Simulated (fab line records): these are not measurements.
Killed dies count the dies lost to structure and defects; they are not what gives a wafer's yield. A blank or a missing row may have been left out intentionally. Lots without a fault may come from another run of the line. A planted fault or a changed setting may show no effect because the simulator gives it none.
Struck lot and sound lot, side by side + flow sky130 + 43 steps out of a route of 708
Sound: the wafers L895.1, L895.3, L895.5. Struck: wafer L901.6; the same lot's L901.2 was not struck, so it is left out; see the end for the cause.
Per side, at each step with rows, come the tool, then ch with its chambers, and then its first start. Under that, the readings that differ: sound wafers + struck wafers + difference of the means + sigmas: that difference in standard deviations of wafers without a fault.
alike: same words and numbers on both sides, and readings whose means sit less than 2 such deviations apart. not compared: any withheld reading, any reading some wafer has no value for, any bound like >300 that may hide the same value, and any number with overlapping values for which the record gives no deviation.
A row with sigmas, a row that says differs or no value, or rows on one side alone: a step with any of these is where the two part. Numbers that have no deviation but don't overlap get no sigmas and don't part them. Lack of a reading on every wafer of one side parts them only where that side has two or more wafers.

first, 3 steps without rows for these wafers: SKY_SONOS_ONO_WET_ETCH_18 (etches Si3N4 in H3PO4, target depth 15 nm, time 172 s); SKY_GATE_OXIDE_CLEAN_00 (cleans in SC1/SC2, time 150 s); SKY_GATE_OXIDE_OXIDATION_01 (stabilise 600 s, purge 300 s, target thk 10.268 nm).
SKY_GATE_OXIDE_THK_MEAS_02:
  struck on film-metro-01, day 15 00:47; sound on film-metro-04, day 13 02:03
| reading                          | sound             | struck | difference | sigmas |
|----------------------------------|-------------------|--------|------------|--------|
| GATE_OXIDE_OXIDATION_00_THK (nm) | 10.44 10.53 10.53 | 10.09  | -0.41      | -2     |
then, 7 steps without rows for these wafers: SKY_GATE_OXIDE_DEHYDRATE_03 (time 60 s); SKY_GATE_OXIDE_HMDS_04 (prime time 60 s); SKY_GATE_OXIDE_COAT_05 (resist thk 1140 nm); SKY_GATE_OXIDE_SOFTBAKE_06 (time 60 s); SKY_GATE_OXIDE_EXPOSE_07 (exposes mask LVOM, target cd 600 nm); SKY_GATE_OXIDE_PEB_08; SKY_GATE_OXIDE_DEVELOP_09 (develop time 60 s).
SKY_GATE_OXIDE_OVL_MEAS_10:
  struck on overlay-01, day 16 03:36; sound on overlay-01, day 14 03:20
  alike: GATE_OXIDE_OVL
SKY_GATE_OXIDE_IMPLANT_11:
  sound on implanter-01 ch 0, day 14 03:23; struck on implanter-02 ch 0, day 16 03:39
  alike: beam-energy-keV
then, 1 step without rows for these wafers: SKY_GATE_OXIDE_WET_ETCH_12 (etches SiO2 in dHF, target depth 16.8 nm, time 336 s).
SKY_GATE_OXIDE_STRIP_13: strips in O2/N2.
  sound on plasma-asher-03 ch 0, day 14 03:38; struck on plasma-asher-03 ch 0, day 16 03:53
| reading             | sound             | struck | difference | sigmas |
|---------------------|-------------------|--------|------------|--------|
| n2-flow-sccm (sccm) | 300.9 301.4 300.0 | 297.6  | -3.2       | -4     |
  alike: chamber-pressure-mTorr, drypump-motor-current-A, oes-product-au, strip-time-to-endpoint-s
  not compared: rf-hours-counter-h
SKY_GATE_OXIDE_TW_MEAS_14:
  struck on film-metro-03, day 16 03:59; sound on film-metro-01, day 14 03:44
| reading       | sound             | struck | difference | sigmas |
|---------------|-------------------|--------|------------|--------|
| GATE_OXIDE_TW | 228.0 227.3 228.0 | 223.8  | -4.0       | -2     |
then, 3 steps without rows for these wafers: SKY_GATE_OXIDE_CLEAN_15 (cleans in SC1/SC2, time 150 s); SKY_GATE_OXIDE_OXIDATION_16 (stabilise 600 s, purge 300 s, target thk 3.57 nm); SKY_POLY_GATE_CVD_00 (deposits poly-Si, target thk 180 nm, time 720 s).
SKY_POLY_GATE_THK_MEAS_01:
  struck on film-metro-03, day 16 06:53; sound on film-metro-04, day 14 07:10
  alike: POLY_GATE_CVD_00_THK
then, 8 steps without rows for these wafers: SKY_RES_PROTECT_DEHYDRATE_00 (time 60 s); SKY_RES_PROTECT_HMDS_01 (prime time 60 s); SKY_RES_PROTECT_COAT_02 (resist thk 1140 nm); SKY_RES_PROTECT_SOFTBAKE_03 (time 60 s); SKY_RES_PROTECT_EXPOSE_04 (exposes mask RPM, target cd 1270 nm); SKY_RES_PROTECT_PEB_05; SKY_RES_PROTECT_DEVELOP_06 (develop time 60 s); SKY_POLY_GATE_IMPLANT_02.
SKY_RES_PROTECT_STRIP_07: strips in O2/N2.
  sound on plasma-asher-01 ch 0,1, day 15 08:54; struck on plasma-asher-03 ch 1, day 17 11:27
  alike: chamber-pressure-mTorr, drypump-motor-current-A, n2-flow-sccm, oes-product-au, strip-time-to-endpoint-s
  not compared: rf-hours-counter-h
SKY_RES_PROTECT_TW_MEAS_08:
  struck on film-metro-04, day 17 11:34; sound on film-metro-02, day 15 09:00
  alike: POLY_GATE_TW
then, 2 steps without rows for these wafers: SKY_RES_PROTECT_CLEAN_09 (cleans in SC1/SC2, time 150 s); SKY_POLY_GATE_CVD_03 (deposits Si3N4 from DCS/NH3, target thk 75 nm, time 1290 s).
SKY_POLY_GATE_THK_MEAS_04:
  struck on film-metro-03, day 17 13:15; sound on film-metro-04, day 15 12:52
| reading                   | sound          | struck | difference | sigmas |
|---------------------------|----------------|--------|------------|--------|
| POLY_GATE_CVD_03_THK (nm) | 75.7 75.6 75.9 | 74.4   | -1.3       | -2     |
then, 8 steps without rows for these wafers: SKY_POLY_GATE_DEHYDRATE_05 (time 60 s); SKY_POLY_GATE_HMDS_06 (prime time 60 s); SKY_POLY_GATE_COAT_07 (resist thk 110 nm); SKY_POLY_GATE_COAT_08 (resist thk 450 nm); SKY_POLY_GATE_SOFTBAKE_09 (time 90 s); SKY_POLY_GATE_EXPOSE_10 (exposes mask P1M, target cd 150 nm); SKY_POLY_GATE_PEB_11; SKY_POLY_GATE_DEVELOP_12 (develop time 60 s).
SKY_POLY_GATE_CD_MEAS_13: the cd target is 150 nm.
  struck on cd-sem-02, day 18 18:37; sound on cd-sem-01, day 16 16:12
  alike: cd-nm
-- here the record skips 29 days between the struck wafers' starts before and after, leaving off in module POLY_GATE and picking up in module PAD_OPEN (first step shown: number 708 of the route) --
SKY_PAD_OPEN_PROBE_99:
  struck on prober-01, day 47 15:01; sound on prober-02, day 46 04:25
| reading                                 | sound                    | struck  | difference | sigmas |
|-----------------------------------------|--------------------------|---------|------------|--------|
| model.etest.pfet_01v8.drive-ua-um-range | 7.922 4.795 8.429        | 15.98   | +8.93      |        |
| model.etest.pfet_01v8_lvt.vt-v-range    | 0.01365 0.009576 0.01831 | 0.119   | +0.105     |        |
| model.etest.pfet_01v8.vt-v-range        | 0.009402 0.008838 0.0133 | 0.04506 | +0.03455   |        |
| model.etest.nfet_01v8.vt-v-range        | 0.01129 0.009111 0.01206 | 0.01572 | +0.00490   |        |
  alike: killed_at_M0_to_M3, killed_at_M4_up, killed-at-contacts, killed-at-front-end, killed-at-other, killed-dies, killed-open, killed-short

## WHERE THEY PART
First at SKY_GATE_OXIDE_THK_MEAS_02; last, within this record, at SKY_POLY_GATE_THK_MEAS_04. Later steps at which nothing parts them and some readings are alike: SKY_POLY_GATE_CD_MEAS_13, SKY_PAD_OPEN_PROBE_99.

WHY: what the simulator had put in
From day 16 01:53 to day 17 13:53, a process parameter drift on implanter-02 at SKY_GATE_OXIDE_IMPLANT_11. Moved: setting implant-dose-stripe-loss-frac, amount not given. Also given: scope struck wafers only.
